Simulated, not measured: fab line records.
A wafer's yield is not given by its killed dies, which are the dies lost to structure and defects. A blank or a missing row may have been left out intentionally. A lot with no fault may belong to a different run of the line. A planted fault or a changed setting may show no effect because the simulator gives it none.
One fault seen from 2 desks | flow gf180mcu | numbers are kept per desk, each desk with only its own; the story behind them comes last

## AT THE TOOL OWNER'S DESK: pvd sputter-01
The tool's own readings at GF_MIM_SPUTTER_00 (material Ti, target thk 37.5 nm, time 150 s): means of the sampled wafers that have a number, for each lot that ran on this tool. A lot is out of limits, marked OUT, if its mean lies more than 4 standard deviations from the usual mean; the brackets give that distance.
Columns: A = throttle valve pct at GF_MIM_SPUTTER_00, usual 30.4 %
lot  | first seen here | A
L305 | day 26 05:05    | 30.9
L307 | day 26 18:37    | 30.4
L318 | day 29 23:55    | 30.4
L320 | day 30 14:28    | 30.3
L322 | day 30 21:44    | 30.3
L323 | day 31 15:44    | 28.6
Finding of this desk: none of the 6 lots has anything out of limits.

## AT THE METROLOGY DESK
Lot by lot, what the gauges showed, no matter which tool ran the lot: averages of those sampled wafers that carry a number. A lot is out of limits, marked OUT, if its mean lies more than 4 standard deviations from the usual mean; the brackets give that distance.
Columns: A = PASSIVATION_BOW at GF_PASSIVATION_BOW_MEAS_14, usual 136 um
lot  | first seen here | A
L302 | day 29 17:02    | 138
L305 | day 30 14:04    | 133
L307 | day 31 02:07    | 141
L308 | day 31 12:59    | 128
L315 | day 33 03:16    | 136
L317 | day 33 18:16    | 132
L318 | day 33 19:42    | 118
L319 | day 33 23:40    | 143
L320 | day 34 08:34    | 137
L321 | day 34 09:34    | 122
L322 | day 34 14:47    | 132
L323 | day 35 04:29    | 142
Finding of this desk: none of the 12 lots has anything out of limits.

## PUT TOGETHER
The desk of the tool owner found nothing out of limits.
At the metrology desk, nothing out of limits was observed.

## WHAT THE SIMULATOR PUT IN
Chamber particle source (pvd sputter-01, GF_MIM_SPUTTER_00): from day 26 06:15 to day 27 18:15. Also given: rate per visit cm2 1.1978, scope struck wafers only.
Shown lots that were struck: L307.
